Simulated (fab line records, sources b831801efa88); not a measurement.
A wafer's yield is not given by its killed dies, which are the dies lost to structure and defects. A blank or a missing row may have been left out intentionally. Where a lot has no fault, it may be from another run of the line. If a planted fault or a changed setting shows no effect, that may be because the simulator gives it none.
Code-filled problem report in 8D (eight disciplines) form + flow sfq-line + the parts of the form that need people (team, actions taken, sign-off) are left out

== 1. PROBLEM STATEMENT ==
run-length-s at SFQ_TRILAYER_A5B_DEP_PECVD_129 reads a mean of 168.3 s on 2 wafers of 2 lots; wafers without a fault read 161.2 s with a standard deviation of 0.45. That puts it +16 standard deviations away from the usual mean.
The step: deposits SiO2 from SiH4/N2O, time 133.33 s, target thk 600 nm.
Earliest sighting: wafer L319.3 on pecvd-03 at day 61 08:58. At this step, 18 wafers from 6 lots have a number in the record. Rule for "out" (also "out of limits"): further than 4 standard deviations from the usual mean. The rest of the wafers with a number are treated as sound.

== 2. WHAT THIS IS AND IS NOT ==
| question                    | is                | is not                                                                         |
|-----------------------------|-------------------|--------------------------------------------------------------------------------|
| which readings at this step | run-length-s      | throttle-valve-pct                                                             |
| which lots                  | L319, L320        | L307, L310, L327, L328                                                         |
| which wafers of those lots  | L319.3, L320.5    | L319.2, L319.4, L320.1, L320.3                                                 |
| read on which tools         | pecvd-03          | pecvd-01, pecvd-04                                                             |
| when                        | from day 61 08:58 | up to then (8 sound wafers); but 8 sound wafers of L320, L327, L328 came after |

== 3. WHAT RULES OUT EACH SUSPECT ==
Counting: any tool at a process step up to the reading remains a suspect provided it ran every lot that is out. Sound lots after the first of them don't rule it out here, since some wafers of a struck lot are sound.
- rie-metal-03 at SFQ_TRILAYER_M5_BARC_OPEN_METAL_ETCH_161 (etches BARC in O2, target depth 125 nm, time 41.7 s): kept. It ran every lot that is out, first L319 (day 61 07:55).
- rie-metal-03 at SFQ_TRILAYER_M5_ETCH_METAL_ETCH_126 (etches Nb in Cl2/BCl3, stops on SiO2, time 203.2 s, target depth 265 nm): kept. It ran every lot that is out, first L319 (day 61 07:59).
- rie-metal-03 at SFQ_TRILAYER_M5_STRIP_STRIP_127 (strips in O2): kept. It ran every lot that is out, first L319 (day 61 08:10).
- pecvd-03 at SFQ_TRILAYER_A5B_DEP_PECVD_129 (deposits SiO2 from SiH4/N2O, time 133.33 s, target thk 600 nm): kept. It processed each lot that is out (first: L319, day 61 08:58); up to then, its last sound lot is L310 (day 49 12:28). Its own readings are out on those wafers: run-length-s.
- Within pecvd-03 at SFQ_TRILAYER_A5B_DEP_PECVD_129: the wafers that are out ran in chamber 1; their sound lot-mates ran in chambers 0, 2.
Left after counting: rie-metal-03 at SFQ_TRILAYER_M5_BARC_OPEN_METAL_ETCH_161, rie-metal-03 at SFQ_TRILAYER_M5_ETCH_METAL_ETCH_126, rie-metal-03 at SFQ_TRILAYER_M5_STRIP_STRIP_127, pecvd-03 at SFQ_TRILAYER_A5B_DEP_PECVD_129.

== 4. THE CAUSE (what the simulator had put in) ==
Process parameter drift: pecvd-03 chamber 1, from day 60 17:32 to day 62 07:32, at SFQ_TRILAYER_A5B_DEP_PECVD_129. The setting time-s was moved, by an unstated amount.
4 suspects survive the count, and this tool is in that group.

== 5. SEQUENCE OF EFFECTS, ordered by route ==
Each row: a reading whose mean over the struck wafers that have a number lies more than 3 standard deviations from the usual. Only readings whose record carries a usual standard deviation are examined. hours: median over the lots of the time between each lot's start at the first step of this table that gives one and its start at this step. sigmas: the change, counted in usual standard deviations.
| hours | step                           | reading      | usual   | on struck wafers | change | sigmas |
|-------|--------------------------------|--------------|---------|------------------|--------|--------|
| 0     | SFQ_TRILAYER_A5B_DEP_PECVD_129 | run-length-s | 161.2 s | 168.3            | +7.1   | +16    |
It contains these process steps:
- SFQ_TRILAYER_A5B_DEP_PECVD_129: deposits SiO2 from SiH4/N2O, time 133.33 s, target thk 600 nm.

== 6. HOW IT WOULD HAVE BEEN CAUGHT EARLIER ==
The fault began at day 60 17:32; the first out-of-limits reading in this record came at day 61 08:58, 15 hours later.
